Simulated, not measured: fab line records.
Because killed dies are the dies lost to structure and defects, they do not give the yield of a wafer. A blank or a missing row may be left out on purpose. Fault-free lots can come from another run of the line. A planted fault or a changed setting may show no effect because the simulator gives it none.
fab line records ; flow sky130
[record] lots = 6; wafers = 18; last_day = 50
route steps=708 shown METAL5@669 PASSIVATION@681 PAD_OPEN@708
lots that met no fault: taken from a fault-free run of the same line
start_h: the number of hours between the record's first day and the start of the first shown wafer of the lot ; wait_h: hours since the lot's step before ; " unchanged from the row above ; L1.1+2: a single row standing in for several wafers ; - no value present, or no start provided ; * or withheld: withheld ; < > ~ a bound
route shown NAME@n: NAME is a module with steps in the file, n the number in the route of the first one ; usual: average and standard deviation across the fault-free wafers ; same: alike in all rows ; chamber/n: place in a boat ; sites: each site's reading ; _std_site: the standard deviation of these ; _edge_site: the outer-site mean with the inner-site mean subtracted ; radius_mm: how far each site lies from the wafer's centre ; mask NAME#n: copy n ; behind: the tool/chamber that last shaped the wafer ; hold: cause of the lot's hold/its duration in hours/its outcome ; device: the transistor (n, p or np) that didn't switch ; end of line: the tests these same wafers got at the end of their route ; where a step has no rows: the recipe by itself ; killed: dies that structure and defects cost at the first sort, which is not the same as the wafer's yield ; map: a wafer's dies, marking killed ones x, the rest . and places with no die _
set.NAME: the setting that was run; set.NAME@STEP: the one run at that earlier step ; model.NAME: the simulator's own value behind a step, which no gauge read
lots at selected steps of the route; one table per step, one row per wafer
services: when a tool's chamber went out of use (start_h, in hours from the record's first day, below 0 if earlier), for how many hours, and the reason
[[steps]]
[step SKY_METAL5_HMDS_08]
[recipe] prime_time_s = 60; prime_temp_c = 120
[step SKY_METAL5_COAT_09]
[recipe] resist = NOVOLAK; spin_rpm = 3000; resist_thk_nm = 1800
[step SKY_METAL5_SOFTBAKE_10]
[recipe] temp_c = 90; time_s = 60; resist = NOVOLAK
[step SKY_METAL5_EXPOSE_11]
[recipe] mask_id = MM5; na = 0.6; source_shape = conventional; sigma_outer = 0.6; polarization = unpolarized; target_cd_nm = 1600; dose_mj = 190
[step SKY_METAL5_PEB_12]
[recipe] temp_c = withheld; time_s = *; resist = NOVOLAK
[step SKY_METAL5_DEVELOP_13]
[recipe] resist = NOVOLAK; developer = TMAH; develop_time_s = 60; dev_temp_c = 23
[step SKY_METAL5_DESCUM_14]
[recipe] chemistry = O2; source_power_w = 150; bias_power_w = 0; pressure_mtorr = 10; temp_c = 40; time_s = 11
[usual] drypump_motor_current_A = 5.7/0.34; he_backside_leak_sccm = 3.37/0.24; oes_product_au = 1.010/0.013; rf_fwd_power_W = 147.0/0.75
lot.wafer;tool;chamber;start_h;wait_h;drypump_motor_current_A;he_backside_leak_sccm;oes_product_au;rf_fwd_power_W;rf_hours_counter_h
L183.1;rie_metal-03;0;1029.79;0.1;5.7;3.38;1.012;147.0;6
L183.4;rie_metal-03;0;1029.79;0.1;5.7;3.42;1.005;147.3;-
L183.5;rie_metal-03;0;1029.79;0.1;5.7;3.27;1.013;147.8;-
L189.1;rie_metal-02;1;1072.14;0.1;5.4;3.07;0.994;146.5;12
L189.4;rie_metal-02;0;1072.14;0.1;5.7;3.41;1.020;145.7;-
L189.5;rie_metal-02;0;1072.14;0.1;5.7;3.31;1.019;146.5;-
L191.3;rie_metal-03;0;1084.97;0.1;5.7;3.35;1.034;148.3;-
L191.4;rie_metal-03;0;1084.97;0.1;5.7;3.45;1.015;148.0;-
L191.5;rie_metal-03;0;1084.97;0.1;5.7;3.27;1.022;147.9;-
L203.1;rie_metal-01;1;1154.98;0.1;5.3;3.50;1.008;147.5;28
L203.3;rie_metal-01;1;1154.98;0.1;5.2;3.37;0.992;146.3;-
L203.6;rie_metal-01;0;1154.98;0.1;6.4;3.52;0.993;147.1;-
L205.2;rie_metal-03;1;1159.93;0.1;6.0;3.41;1.019;147.8;5
L205.4;rie_metal-03;1;1159.93;0.1;5.9;3.55;1.021;147.8;-
L205.5;rie_metal-03;1;1159.93;0.1;5.9;3.53;1.028;148.7;-
L204.2;rie_metal-03;0;1161.33;0.1;5.7;3.27;1.026;147.8;19
L204.3;rie_metal-03;0;1161.33;0.1;5.7;3.51;1.020;148.1;-
L204.4;rie_metal-03;1;1161.33;0.1;5.9;3.35;1.015;147.6;-
[step SKY_METAL5_METAL_ETCH_15]
[recipe] target_depth_a = 12600; stop_on = SiO2; over_etch_frac = 0.2; time_s = 252; chemistry = Cl2/BCl3; resist_sidewall_deg = 86; pressure_mtorr = 10; icp_w = 900; bias_w = 48.5; Cl2_flow_sccm = 60; bcl3_flow_sccm = 30
[usual] drypump_motor_current_A = 5.7/0.34; he_backside_leak_sccm = 3.37/0.26; oes_product_au = 0.894/0.0048; rf_fwd_power_W = 897.7/2.8; throttle_valve_pct = 22.264/0.0089
lot.wafer;tool;chamber;start_h;wait_h;drypump_motor_current_A;he_backside_leak_sccm;oes_product_au;rf_fwd_power_W;rf_hours_counter_h;throttle_valve_pct
L183.1;rie_metal-03;0;1029.86;0.1;5.7;3.27;0.898;902.2;6;22.256
L183.4;rie_metal-03;0;1029.86;0.1;5.7;3.50;0.885;899.6;-;22.273
L183.5;rie_metal-03;0;1029.86;0.1;5.7;3.44;0.896;898.9;-;22.276
L189.1;rie_metal-02;1;1072.18;0.0;5.4;2.93;0.899;901.2;12;22.279
L189.4;rie_metal-02;0;1072.18;0.0;5.6;5.75;0.890;900.1;-;22.253
L189.5;rie_metal-02;0;1072.18;0.0;5.7;3.24;0.893;896.3;-;22.251
L191.3;rie_metal-03;0;1085.17;0.2;5.7;3.60;0.893;897.1;-;22.264
L191.4;rie_metal-03;0;1085.17;0.2;5.7;3.52;0.891;901.6;-;22.258
L191.5;rie_metal-03;0;1085.17;0.2;5.7;3.57;0.897;900.3;-;22.281
L203.1;rie_metal-01;1;1155.01;0.0;5.3;3.28;0.891;899.4;28;22.258
L203.3;rie_metal-01;1;1155.01;0.0;5.2;3.42;0.888;895.6;-;22.277
L203.6;rie_metal-01;0;1155.01;0.0;6.3;3.42;0.888;899.8;-;22.266
L205.2;rie_metal-03;1;1159.96;0.0;5.9;3.34;0.895;900.0;5;22.261
L205.4;rie_metal-03;1;1159.96;0.0;5.9;3.40;0.899;901.0;-;22.266
L205.5;rie_metal-03;1;1159.96;0.0;5.9;3.63;0.893;900.7;-;22.277
L204.2;rie_metal-03;0;1161.36;0.0;5.7;3.41;0.894;898.2;19;22.275
L204.3;rie_metal-03;0;1161.36;0.0;5.7;3.45;0.894;896.4;-;22.272
L204.4;rie_metal-03;1;1161.36;0.0;6.0;3.53;0.890;896.3;-;22.269
[step SKY_METAL5_STRIP_16]
[recipe] chemistry = O2/N2; power_w = 1400; pressure_mtorr = 1500; platen_temp_c = withheld; o2_flow_sccm = 3000; n2_flow_sccm = 300; overash_fraction = 0.5
[usual] drypump_motor_current_A = 5.6/0.44; n2_flow_sccm = 300.1/0.9; oes_product_au = 0.710/0.0047; strip_time_to_endpoint_s = 12.94/0.14
lot.wafer;tool;chamber;start_h;wait_h;drypump_motor_current_A;n2_flow_sccm;oes_product_au;rf_hours_counter_h;strip_time_to_endpoint_s
L183.1;plasma_asher-03;0;1030.33;0.4;6.0;300.1;0.708;28;13.05
L183.4;plasma_asher-03;0;1030.33;0.4;6.0;299.4;0.712;-;12.99
L183.5;plasma_asher-03;1;1030.33;0.4;5.4;299.7;0.711;-;12.92
L189.1;plasma_asher-01;0;1072.41;0.2;6.1;299.4;0.715;96;13.23
L189.4;plasma_asher-01;1;1072.41;0.2;5.5;300.4;0.710;-;12.93
L189.5;plasma_asher-01;1;1072.41;0.2;5.6;300.7;0.706;-;12.94
L191.3;plasma_asher-03;1;1085.52;0.3;5.4;299.9;0.706;-;12.77
L191.4;plasma_asher-03;0;1085.52;0.3;6.0;301.8;0.709;-;12.68
L191.5;plasma_asher-03;0;1085.52;0.3;6.0;301.2;0.714;-;12.71
L203.1;plasma_asher-02;0;1155.24;0.2;5.8;299.8;0.716;9;13.08
L203.3;plasma_asher-02;1;1155.24;0.2;4.8;300.6;0.705;-;13.07
L203.6;plasma_asher-02;0;1155.24;0.2;5.8;299.5;0.715;-;12.90
L205.2;plasma_asher-02;1;1160.19;0.2;4.8;300.2;0.712;9;12.80
L205.4;plasma_asher-02;0;1160.19;0.2;5.8;299.5;0.706;-;12.78
L205.5;plasma_asher-02;1;1160.19;0.2;4.8;299.7;0.707;-;12.86
L204.2;plasma_asher-01;0;1161.59;0.2;6.1;299.3;0.719;104;12.86
L204.3;plasma_asher-01;1;1161.59;0.2;5.6;300.0;0.713;-;12.86
L204.4;plasma_asher-01;0;1161.59;0.2;6.1;299.9;0.709;-;12.79
[step SKY_METAL5_STRIP_17]
[recipe] chemistry = post_etch_residue_remover; time_s = 1200; temp_c = 72.5
[step SKY_METAL5_CLEAN_18]
[recipe] chemistry = IPA; time_s = 180; temp_c = 25
[step SKY_METAL5_CLEAN_19]
[recipe] chemistry = O3/DIW; dry = n2_spin
[step SKY_PASSIVATION_CVD_00]
[recipe] material = SiO2; target_thk_nm = 90; temp_c = 400; time_s = withheld; rf_w = 600
[usual] heater_power_w = 749/160; rf_fwd_power_W = 587/3.4
lot.wafer;tool;chamber;start_h;wait_h;heater_power_w;rf_fwd_power_W;model.SiO2_of_PASSIVATION_CVD_00.thk_nm
L183.1;pecvd-02;2;1030.92;0.0;1031;582;89.4
L183.4;pecvd-02;0;1030.92;0.0;840;587;90.38
L183.5;pecvd-02;2;1030.92;0.0;1067;585;90.51
L189.1;pecvd-04;1;1073.42;0.0;588;690;91.43
L189.4;pecvd-04;0;1073.42;0.0;635;683;93.94
L189.5;pecvd-04;2;1073.42;0.0;492;680;95.54
L191.3;pecvd-04;0;1086.10;0.0;624;685;92.45
L191.4;pecvd-04;0;1086.10;0.0;610;684;93.55
L191.5;pecvd-04;2;1086.10;0.0;492;681;95.78
L203.1;pecvd-04;0;1155.88;0.0;669;586;88.87
L203.3;pecvd-04;1;1155.88;0.0;647;596;87.03
L203.6;pecvd-04;2;1155.88;0.0;677;584;91.93
L205.2;pecvd-02;1;1160.80;0.0;629;588;90.82
L205.4;pecvd-02;0;1160.80;0.0;719;587;92.63
L205.5;pecvd-02;2;1160.80;0.0;1096;583;92.3
L204.2;pecvd-03;1;1162.27;0.0;1061;583;88.27
L204.3;pecvd-03;2;1162.27;0.0;611;585;91.55
L204.4;pecvd-03;2;1162.27;0.0;620;587;91.74
[step SKY_PASSIVATION_THK_MEAS_01]
[recipe] reads = SiO2_of_PASSIVATION_CVD_00
[usual] PASSIVATION_CVD_00_THK = 90.0/1.5
lot.wafer;tool;chamber;start_h;wait_h;PASSIVATION_CVD_00_THK[nm]
L183.1;film_metro-03;-;1030.94;-;89.2
L183.4;film_metro-03;-;1030.94;-;90.4
L183.5;film_metro-03;-;1030.94;-;90.6
L189.1;film_metro-01;-;1073.44;-;91.3
L189.4;film_metro-01;-;1073.44;-;93.9
L189.5;film_metro-01;-;1073.44;-;95.5
L191.3;film_metro-03;-;1086.14;-;92.4
L191.4;film_metro-03;-;1086.14;-;93.6
L191.5;film_metro-03;-;1086.14;-;95.7
L203.1;film_metro-03;-;1155.90;-;88.8
L203.3;film_metro-03;-;1155.90;-;87.0
L203.6;film_metro-03;-;1155.90;-;91.9
L205.2;film_metro-02;-;1160.83;-;90.9
L205.4;film_metro-02;-;1160.83;-;92.7
L205.5;film_metro-02;-;1160.83;-;92.3
L204.2;film_metro-03;-;1162.30;-;88.3
L204.3;film_metro-03;-;1162.30;-;91.6
L204.4;film_metro-03;-;1162.30;-;91.8
[step SKY_PASSIVATION_CVD_02]
[recipe] material = Si3N4; target_thk_nm = 540; temp_c = 400; time_s = withheld; rf_w = 450
[usual] heater_power_w = 831/170; rf_fwd_power_W = 448.9/1.3
lot.wafer;tool;chamber;start_h;wait_h;heater_power_w;rf_fwd_power_W
L183.1;pecvd-03;1;1031.00;0.1;1090;448.8
L183.4;pecvd-03;0;1031.00;0.1;899;448.8
L183.5;pecvd-03;2;1031.00;0.1;687;448.3
L189.1;pecvd-03;2;1073.50;0.1;719;449.8
L189.4;pecvd-03;1;1073.50;0.1;1093;448.4
L189.5;pecvd-03;2;1073.50;0.1;758;449.9
L191.3;pecvd-03;1;1086.18;0.0;1082;446.7
L191.4;pecvd-03;2;1086.18;0.0;640;447.4
L191.5;pecvd-03;0;1086.18;0.0;877;448.8
L203.1;pecvd-03;1;1155.96;0.1;1082;449.9
L203.3;pecvd-03;0;1155.96;0.1;881;449.9
L203.6;pecvd-03;2;1155.96;0.1;614;448.7
L205.2;pecvd-04;2;1160.88;0.0;719;450.2
L205.4;pecvd-04;0;1160.88;0.0;701;446.3
L205.5;pecvd-04;2;1160.88;0.0;584;449.6
L204.2;pecvd-02;0;1162.35;0.0;781;446.9
L204.3;pecvd-02;2;1162.35;0.0;1060;447.8
L204.4;pecvd-02;0;1162.35;0.0;818;445.4
[step SKY_PAD_OPEN_PROBE_99]
[usual] defect_limited_yield = 82.6/2; killed_at_M0_to_M3 = 44/7.3; killed_at_M4_up = 3.1/1.6; killed_at_contacts = 24/5.4; killed_at_front_end = 15/4; killed_at_other = 0.2/0.49; killed_dies = 86/10; killed_open = 48/7.3; killed_short = 38/6.3; sort_bin_3_pad_short = 0.8/0.45; sort_bin_5_function = 10.3/1.5; sort_bin_6_memory = 6.3/1.2; sort_bin_8_speed = 0.00/0.017; sort_n_pass = 406/10; sort_yield_pct = 82.6/2
[same] gross_dies = 492; killed_at_back_side = 0; sort_bin_4_leakage[%] = 0
lot.wafer;tool;chamber;start_h;wait_h;defect_limited_yield[%];killed_at_M0_to_M3;killed_at_M4_up;killed_at_contacts;killed_at_front_end;killed_at_other;killed_dies;killed_open;killed_short;sort_bin_3_pad_short[%];sort_bin_5_function[%];sort_bin_6_memory[%];sort_bin_8_speed[%];sort_n_pass;sort_yield_pct[%]
L183.1;prober-01;-;1076.52;0.1;83.3;49;4;23;6;0;82;43;39;0.8;9.8;6.1;0;410;83.3
L183.4;prober-01;-;1076.67;0.2;83.5;39;3;25;14;0;81;40;41;1.2;8.5;6.7;0;411;83.5
L183.5;prober-01;-;1076.72;0.2;83.1;42;4;24;13;0;83;52;31;0.6;11.0;5.3;0;409;83.1
L189.1;prober-01;-;1116.15;0.1;83.9;40;3;23;13;0;79;38;41;1.0;8.7;6.3;0;413;83.9
L189.4;prober-01;-;1116.30;0.2;82.1;42;1;28;17;0;88;51;37;0.6;7.9;9.3;0;404;82.1
L189.5;prober-01;-;1116.35;0.2;80.1;47;2;24;25;0;98;54;44;1.2;11.0;7.7;0;394;80.1
L191.3;prober-01;-;1127.89;0.2;81.9;51;3;22;13;0;89;52;37;1.0;10.2;6.9;0;403;81.9
L191.4;prober-01;-;1127.94;0.2;81.5;44;4;28;15;0;91;55;36;0.4;10.2;7.9;0;401;81.5
L191.5;prober-01;-;1127.99;0.2;84.6;34;1;23;18;0;76;35;41;0.6;8.5;6.3;0;416;84.6
L203.1;prober-02;-;1192.05;0.1;81.9;53;1;24;11;0;89;51;38;0.8;10.6;6.7;0.20;402;81.7
L203.3;prober-02;-;1192.15;0.2;79.9;45;2;29;22;1;99;56;43;0.4;11.6;8.1;0;393;79.9
L203.6;prober-02;-;1192.30;0.2;83.9;35;3;28;12;1;79;46;33;1.6;9.8;4.7;0;413;83.9
L205.2;prober-01;-;1195.44;0.1;83.9;37;3;25;13;1;79;50;29;0.2;9.8;6.1;0;413;83.9
L205.4;prober-01;-;1195.54;0.2;79.1;56;3;28;16;0;103;49;54;1.8;11.4;7.7;0;389;79.1
L205.5;prober-01;-;1195.59;0.2;79.7;50;4;29;17;0;100;61;39;0.6;12.6;7.1;0;392;79.7
L204.2;prober-02;-;1197.67;0.1;81.9;32;6;34;17;0;89;52;37;0.4;12.8;4.9;0;403;81.9
L204.3;prober-02;-;1197.72;0.2;80.1;60;2;24;12;0;98;52;46;1.6;10.4;7.9;0;394;80.1
L204.4;prober-02;-;1197.77;0.2;79.3;50;5;35;12;0;102;66;36;0.4;13.4;6.9;0;390;79.3
// killed by level:class
L183.1 VIA1:geometric_particle:open=14 CONTACT:geometric_particle:open=9 VIA3:geometric_particle:open=6 METAL1:geometric_particle:short=5 VIA1:geometric_particle:short=5 METAL2:geometric_particle:short=4 METAL3:geometric_particle:short=4 VIA3:geometric_particle:short=4
L183.4 CONTACT:geometric_particle:open=8 VIA1:geometric_particle:open=8 LI_CONTACT:geometric_particle:open=5 METAL1:geometric_particle:short=5 FIELD_ISO:geometric_particle:short=4 POLY_GATE:geometric_particle:open=4 POLY_GATE:geometric_particle:short=4 LI_CONTACT:geometric_particle:short=4
L183.5 VIA1:geometric_particle:open=11 LI_CONTACT:geometric_particle:open=10 VIA3:geometric_particle:open=9 CONTACT:geometric_particle:open=7 METAL1:geometric_particle:short=6 POLY_GATE:geometric_particle:short=4 VIA1:geometric_particle:short=4 VIA2:geometric_particle:open=4
L189.1 LI_CONTACT:geometric_particle:open=10 VIA3:geometric_particle:open=8 METAL1:geometric_particle:short=6 VIA1:geometric_particle:short=6 VIA1:geometric_particle:open=5 LOCAL_INTERCONNECT:geometric_particle:short=5 METAL2:geometric_particle:short=5 VIA2:geometric_particle:open=4
L189.4 CONTACT:geometric_particle:open=13 VIA3:geometric_particle:open=8 VIA2:geometric_particle:open=7 LI_CONTACT:geometric_particle:open=6 VIA1:geometric_particle:short=6 FIELD_ISO:geometric_particle:short=5 VIA1:geometric_particle:open=5 FIELD_ISO:geometric_particle:open=4
L189.5 VIA1:geometric_particle:open=13 LI_CONTACT:geometric_particle:open=10 POLY_GATE:geometric_particle:short=8 METAL1:geometric_particle:short=7 FIELD_ISO:geometric_particle:open=5 POLY_GATE:geometric_particle:open=5 LI_CONTACT:geometric_particle:short=5 CONTACT:geometric_particle:open=5
L191.3 VIA1:geometric_particle:open=12 VIA2:geometric_particle:open=10 LI_CONTACT:geometric_particle:open=7 CONTACT:geometric_particle:open=7 METAL1:geometric_particle:short=7 VIA3:geometric_particle:open=6 FIELD_ISO:geometric_particle:open=4 POLY_GATE:geometric_particle:short=4
L191.4 VIA1:geometric_particle:open=14 LI_CONTACT:geometric_particle:open=14 VIA3:geometric_particle:open=9 CONTACT:geometric_particle:open=7 METAL2:geometric_particle:short=7 CONTACT:geometric_particle:short=5 METAL1:geometric_particle:short=5 FIELD_ISO:geometric_particle:short=4
L191.5 VIA1:geometric_particle:open=8 LI_CONTACT:geometric_particle:open=7 VIA1:geometric_particle:short=6 FIELD_ISO:geometric_particle:short=5 FIELD_ISO:geometric_particle:open=5 LOCAL_INTERCONNECT:geometric_particle:short=5 POLY_GATE:geometric_particle:open=4 LI_CONTACT:geometric_particle:short=4
L203.1 VIA1:geometric_particle:open=18 CONTACT:geometric_particle:open=10 VIA2:geometric_particle:open=8 METAL1:geometric_particle:short=6 CONTACT:geometric_particle:short=5 VIA2:geometric_particle:short=4 VIA3:geometric_particle:open=4 VIA3:geometric_particle:short=4
L203.3 CONTACT:geometric_particle:open=13 VIA1:geometric_particle:open=12 FIELD_ISO:geometric_particle:open=7 POLY_GATE:geometric_particle:short=6 VIA1:geometric_particle:short=6 CONTACT:geometric_particle:short=5 VIA2:geometric_particle:open=5 VIA3:geometric_particle:open=5
L203.6 CONTACT:geometric_particle:open=12 VIA3:geometric_particle:open=10 VIA1:geometric_particle:open=8 CONTACT:geometric_particle:short=7 FIELD_ISO:geometric_particle:open=5 VIA1:geometric_particle:short=4 LOCAL_INTERCONNECT:geometric_particle:short=3 METAL1:geometric_particle:short=3
L205.2 CONTACT:geometric_particle:open=15 VIA1:geometric_particle:open=8 VIA3:geometric_particle:open=6 LI_CONTACT:geometric_particle:open=5 METAL1:geometric_particle:short=5 VIA2:geometric_particle:open=5 FIELD_ISO:geometric_particle:open=3 POLY_GATE:geometric_particle:open=3
L205.4 VIA1:geometric_particle:open=12 VIA1:geometric_particle:short=9 CONTACT:geometric_particle:open=8 VIA3:geometric_particle:open=8 METAL1:geometric_particle:short=7 FIELD_ISO:geometric_particle:open=6 LOCAL_INTERCONNECT:geometric_particle:short=6 CONTACT:geometric_particle:short=6
L205.5 VIA1:geometric_particle:open=13 VIA2:geometric_particle:open=12 CONTACT:geometric_particle:open=10 VIA3:geometric_particle:open=8 CONTACT:geometric_particle:short=7 POLY_GATE:geometric_particle:short=6 POLY_GATE:geometric_particle:open=4 LI_CONTACT:geometric_particle:open=4
L204.2 CONTACT:geometric_particle:open=15 LI_CONTACT:geometric_particle:open=10 METAL1:geometric_particle:short=7 VIA1:geometric_particle:open=7 VIA2:geometric_particle:open=6 POLY_GATE:geometric_particle:open=5 LOCAL_INTERCONNECT:geometric_particle:short=5 METAL4:geometric_particle:short=5
L204.3 VIA1:geometric_particle:open=15 CONTACT:geometric_particle:open=11 VIA1:geometric_particle:short=9 METAL1:geometric_particle:short=7 VIA2:geometric_particle:open=6 METAL2:geometric_particle:short=6 POLY_GATE:geometric_particle:short=4 LI_CONTACT:geometric_particle:short=4
L204.4 CONTACT:geometric_particle:open=17 VIA1:geometric_particle:open=15 LI_CONTACT:geometric_particle:open=13 VIA2:geometric_particle:open=7 VIA1:geometric_particle:short=6 VIA3:geometric_particle:open=6 POLY_GATE:geometric_particle:short=4 METAL1:geometric_particle:short=4
[[services]]
tool;chamber;start_h;hours;kind
pecvd-04;2;1008.41;14.3;repair
rie_metal-01;0;1011.47;2.8;repair
rie_metal-02;-;1020.28;28.1;pm
rie_metal-03;1;1027.71;3.4;repair
pecvd-03;2;1034.13;2.1;scheduled_down
plasma_asher-03;-;1035.15;7.0;repair
plasma_asher-02;-;1055.25;9.0;pm
plasma_asher-02;0;1055.25;9.0;vent_cycle
plasma_asher-02;1;1055.25;9.0;vent_cycle
plasma_asher-02;0;1064.25;-;clean
plasma_asher-02;1;1064.25;-;clean
pecvd-03;0;1074.96;2.1;scheduled_down
pecvd-04;-;1081.25;1.2;repair
rie_metal-03;-;1082.10;1.4;pm
rie_metal-03;1;1084.03;-;clean
rie_metal-03;1;1084.03;16.3;scheduled_down
rie_metal-03;1;1084.03;16.3;vent_cycle
pecvd-03;1;1089.40;5.5;scheduled_down
pecvd-04;2;1138.80;4.1;repair
pecvd-02;0;1142.55;4.3;repair
pecvd-03;-;1143.52;1.4;repair
plasma_asher-01;-;1143.97;1.7;repair
pecvd-02;0;1152.92;2.1;scheduled_down
[[key]]
[first_sign] step = SKY_PASSIVATION_CVD_00; reading = rf_fwd_power_W; direction = up; sigmas = 29; usual = 587; struck = 684
[effect] step = SKY_PASSIVATION_THK_MEAS_01; reading = PASSIVATION_CVD_00_THK; direction = up; sigmas = 2.6; usual = 90.0; struck = 93.7
[model_effect] step = SKY_PASSIVATION_CVD_00; value = SiO2_of_PASSIVATION_CVD_00.thk_nm; without = 89.67; struck = 93.78
met_at SKY_PASSIVATION_CVD_00
struck_wafers L189.1,L189.4,L189.5,L191.3,L191.4,L191.5
[fault] kind = process_parameter_drift; tool = pecvd-04; chamber = -; onset_h = 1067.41; steps = SKY_PASSIVATION_CVD_00; channel = rf_w; offset = 96; shape = step; end_h = 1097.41; acts_in = these_recipes_only; stated = 600
